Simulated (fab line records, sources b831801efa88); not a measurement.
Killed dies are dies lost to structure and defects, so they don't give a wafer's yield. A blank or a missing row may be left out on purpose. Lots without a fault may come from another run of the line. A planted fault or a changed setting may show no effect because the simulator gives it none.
A struck lot beside a sound one | flow sky130 | 17 steps out of a route of 708
Sound: wafers L457.1, L457.3, L457.5. Struck: wafers L464.3, L464.4, L464.6. The cause comes at the end.
At each step with rows: each side's tool, then ch and its chambers, then its first start. Under that, the readings that differ: sound wafers | struck wafers | difference of the means | sigmas: that difference in standard deviations of wafers without a fault.
alike: readings whose means differ by less than 2 such deviations, and words and numbers that are the same on both sides. not compared: withheld readings, readings that some wafer has no value for, bounds like >300 that may hide the same value, and numbers for which the record gives no deviation and whose values overlap.
The two part at a step that has a row with sigmas, a row that says differs or no value, or rows on one side only. Numbers that don't overlap but have no deviation are shown without sigmas and don't part them. A reading that every wafer of one side lacks parts them only if that side has two wafers or more.

SKY_GATE_OXIDE_TW_MEAS_14:
  sound on film_metro-03, day 14 17:38; struck on film_metro-04, day 17 05:47
  alike: GATE_OXIDE_TW
then, 3 steps without rows for these wafers: SKY_GATE_OXIDE_CLEAN_15 (cleans in SC1/SC2, time 150 s); SKY_GATE_OXIDE_OXIDATION_16 (stabilise 600 s, purge 300 s, target thk 3.57 nm); SKY_POLY_GATE_CVD_00 (deposits poly-Si, target thk 180 nm, time 720 s).
SKY_POLY_GATE_THK_MEAS_01:
  sound on film_metro-03, day 14 21:26; struck on film_metro-01, day 17 08:38
  alike: POLY_GATE_CVD_00_THK
then, 7 steps without rows for these wafers: SKY_RES_PROTECT_DEHYDRATE_00 (time 60 s); SKY_RES_PROTECT_HMDS_01 (prime time 60 s); SKY_RES_PROTECT_COAT_02 (resist thk 1140 nm); SKY_RES_PROTECT_SOFTBAKE_03 (time 60 s); SKY_RES_PROTECT_EXPOSE_04 (exposes mask RPM, target cd 1270 nm); SKY_RES_PROTECT_PEB_05; SKY_RES_PROTECT_DEVELOP_06 (develop time 60 s).
SKY_POLY_GATE_IMPLANT_02:
  sound on implanter-02 ch 0, day 16 00:54; struck on implanter-03 ch 0, day 18 14:10
  alike: beam_energy_keV
SKY_RES_PROTECT_STRIP_07: strips in O2/N2.
  sound on plasma_asher-02 ch 0,1, day 16 01:03; struck on plasma_asher-04 ch 0,1, day 18 14:19
  reading                      | sound             | struck            | difference | sigmas
  oes_product_au (a.u.)        | 0.517 0.516 0.513 | 0.493 0.497 0.502 | -0.018     | -4
  strip_time_to_endpoint_s (s) | 23.35 23.27 23.33 | 25.11 25.15 25.13 | +1.81      | +50
  alike: drypump_motor_current_A
  not compared: rf_hours_counter_h
SKY_RES_PROTECT_TW_MEAS_08:
  sound on film_metro-02, day 16 01:09; struck on film_metro-02, day 18 14:23
  reading      | sound          | struck         | difference | sigmas
  POLY_GATE_TW | 4048 4033 4032 | 4124 4150 4158 | +106       | +3
then, 1 step without rows for these wafers: SKY_RES_PROTECT_CLEAN_09 (cleans in SC1/SC2, time 150 s).
-- the record jumps here: 30 days lie between the struck wafers' starts before and after (it left off in module RES_PROTECT and takes up again in module PAD_OPEN, whose first step shown is number 708 of the route) --
SKY_PAD_OPEN_PROBE_99:
  sound on prober-01, day 46 11:15; struck on prober-02, day 48 03:34
  reading                                 | sound                | struck              | difference | sigmas
  model.etest.res_poly.line_ohm_um        | 539.5 519.3 505      | 383.3 381.2 362.6   | -145.6     |
  model.etest.licon_poly.rc_ohm           | 152.7 158.6 154.5    | 102.8 104.1 107     | -50.6      |
  model.etest.res_poly.rs_ohm_sq          | 47.88 48.87 47.84    | 35.88 36.01 35.3    | -12.47     |
  model.etest.nfet_01v8_lvt.vt_long_v (V) | 0.4461 0.4471 0.4481 | 0.4407 0.4336 0.439 | -0.0093    |
  alike: killed_at_M0_to_M3, killed_at_M4_up, killed_at_contacts, killed_at_front_end, killed_at_other, killed_dies, killed_open, killed_short

WHERE THEY PART
First at SKY_RES_PROTECT_STRIP_07; last, within this record, at SKY_RES_PROTECT_TW_MEAS_08. Later steps at which nothing parts them and some readings are alike: SKY_PAD_OPEN_PROBE_99.

WHY: what the simulator had put in
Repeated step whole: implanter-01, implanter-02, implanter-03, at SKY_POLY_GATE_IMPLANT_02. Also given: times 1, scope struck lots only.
